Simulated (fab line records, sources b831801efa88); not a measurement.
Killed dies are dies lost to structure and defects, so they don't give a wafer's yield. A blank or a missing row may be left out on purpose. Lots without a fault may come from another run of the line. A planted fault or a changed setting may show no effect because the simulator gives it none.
Which tool did it? | flow gf180mcu | 12 lots, 36 wafers sampled, at 4 steps of a route of 602

WHAT THE GAUGES READ, wafer by wafer
GF_STI_THK_MEAS_04.
lot  | measured    | on            | STI_CVD_03_THK (nm)
L522 | day 1 18:34 | film_metro-01 | 209.3 207.4 208.2
L524 | day 2 04:34 | film_metro-03 | 206.2 205.9 205.4
L525 | day 2 10:59 | film_metro-03 | 203.9 204.9 206.0
L527 | day 2 19:42 | film_metro-01 | 204.0 205.6 204.7
L533 | day 4 01:34 | film_metro-01 | 203.8 205.3 205.0
L535 | day 4 11:34 | film_metro-03 | 204.1 205.4 203.7
L536 | day 4 16:34 | film_metro-04 | 204.6 206.0 207.2
L537 | day 4 21:34 | film_metro-03 | 204.2 204.3 205.3
L539 | day 5 07:40 | film_metro-04 | 207.2 208.1 208.5
L540 | day 5 15:10 | film_metro-03 | 205.7 206.4 207.1
L542 | day 5 22:41 | film_metro-01 | 206.3 205.0 206.1
L543 | day 6 04:02 | film_metro-03 | 207.0 207.4 208.1

GF_PSD_RS_MEAS_14: measures by four-point-probe.
lot  | measured     | on            | NSD_RS (ohm/sq)
L522 | day 14 14:18 | film_metro-02 | 46.21 46.25 46.29
L524 | day 15 03:53 | film_metro-01 | 39.95 39.96 40.05
L525 | day 16 00:39 | film_metro-01 | 39.95 40.06 39.98
L527 | day 16 14:14 | film_metro-01 | 39.85 39.90 39.93
L533 | day 19 11:52 | film_metro-04 | 46.08 46.04 45.97
L535 | day 19 19:20 | film_metro-02 | 46.20 46.24 46.24
L536 | day 19 19:35 | film_metro-01 | 46.03 46.03 46.10
L537 | day 20 10:09 | film_metro-02 | 46.35 46.32 46.31
L539 | day 20 16:28 | film_metro-04 | 46.09 46.19 45.96
L540 | day 21 02:30 | film_metro-02 | 46.23 46.01 46.20
L542 | day 21 18:09 | film_metro-02 | 46.17 46.19 46.20
L543 | day 22 07:08 | film_metro-01 | 46.14 46.05 46.18

GF_PSD_RS_MEAS_15: measures by four-point-probe.
lot  | measured     | on            | PSD_RS (ohm/sq)
L522 | day 14 14:25 | film_metro-02 | 108.68 108.99 109.07
L524 | day 15 04:01 | film_metro-01 | 91.19 90.79 91.17
L525 | day 16 00:46 | film_metro-01 | 90.96 90.91 90.70
L527 | day 16 14:21 | film_metro-01 | 90.70 91.10 90.79
L533 | day 19 11:59 | film_metro-04 | 107.91 108.00 108.09
L535 | day 19 19:28 | film_metro-02 | 108.70 109.03 108.51
L536 | day 19 19:43 | film_metro-01 | 108.14 108.19 108.41
L537 | day 20 10:16 | film_metro-02 | 108.93 109.29 109.03
L539 | day 20 16:35 | film_metro-04 | 108.53 108.64 108.18
L540 | day 21 02:37 | film_metro-02 | 108.76 109.15 109.28
L542 | day 21 18:16 | film_metro-02 | 108.73 108.66 108.33
L543 | day 22 07:15 | film_metro-01 | 108.76 108.76 108.60

WHICH TOOL RAN EACH LOT (tool, then ch and the chambers of the sampled wafers, then the start)
lot  | GF_PSD_RTA_13
L522 | rtp_anneal-01 ch 0, day 14 14:13
L524 | rtp_anneal-01 ch 0, day 15 03:49
L525 | rtp_anneal-01 ch 0, day 16 00:34
L527 | rtp_anneal-01 ch 0, day 16 14:08
L533 | rtp_anneal-01 ch 0, day 19 11:41
L535 | rtp_anneal-01 ch 0, day 19 19:16
L536 | rtp_anneal-02 ch 0, day 19 19:31
L537 | rtp_anneal-01 ch 0, day 20 10:04
L539 | rtp_anneal-01 ch 0, day 20 16:22
L540 | rtp_anneal-02 ch 0, day 21 02:25
L542 | rtp_anneal-01 ch 0, day 21 18:04
L543 | rtp_anneal-02 ch 0, day 22 07:02
- GF_PSD_RTA_13: time 20 s.

WHAT THE TOOLS THEMSELVES READ (means of the sampled wafers that have a number; where no wafer has one, the mark that the record gives instead)
GF_PSD_RTA_13.
lot  | tool          | lamp_power_pct (%) | wafer_temp_C_max
L522 | rtp_anneal-01 | 36.0               | 1027.4
L524 | rtp_anneal-01 | 40.1               | 1070.3
L525 | rtp_anneal-01 | 40.1               | 1070.2
L527 | rtp_anneal-01 | 40.2               | 1070.1
L533 | rtp_anneal-01 | 36.0               | 1027.8
L535 | rtp_anneal-01 | 36.0               | 1028.7
L536 | rtp_anneal-02 | 32.0               | 1028.0
L537 | rtp_anneal-01 | 36.0               | 1028.5
L539 | rtp_anneal-01 | 36.0               | 1027.8
L540 | rtp_anneal-02 | 32.0               | 1028.3
L542 | rtp_anneal-01 | 36.0               | 1028.2
L543 | rtp_anneal-02 | 32.0               | 1028.2

THE ANSWER, worked out from the rows above alone
Rule: what is usual is taken from the lots themselves. Put in order of their means at a reading, lots are off if they are a third of the lots or fewer, leave a main group of 4 or more, and stand apart from it by a gap of 3 or more times the standard deviation of the main group's means; of several such gaps the widest counts. A main group whose means are all the same, to the digits that the tables above print for the reading, isn't used. A lot without any number at a reading at which 4 lots or more have one is off too. The other lots that the step has rows for count as sound. The gauges are gone through in route order, then the tools' own readings, and for those a lot's mean is taken as printed above. The first step at which some lot is off is used, and at that step the reading that is off furthest; a lot without a number counts as furthest.
Off: L524, L525, L527, at GF_PSD_RS_MEAS_14 (NSD_RS). The main group: mean 46.16 ohm/sq, standard deviation 0.093.
A tool fits if, at a process step before that reading, it ran every lot that is off, and no sound lot after the first of them. The gauges at GF_PSD_RS_MEAS_14 aren't tried: what is off there is off at GF_PSD_RTA_13 too, on other tools, and a gauge's error can't cause that. None of those tried fits.

WHAT THE SIMULATOR HAD PUT IN
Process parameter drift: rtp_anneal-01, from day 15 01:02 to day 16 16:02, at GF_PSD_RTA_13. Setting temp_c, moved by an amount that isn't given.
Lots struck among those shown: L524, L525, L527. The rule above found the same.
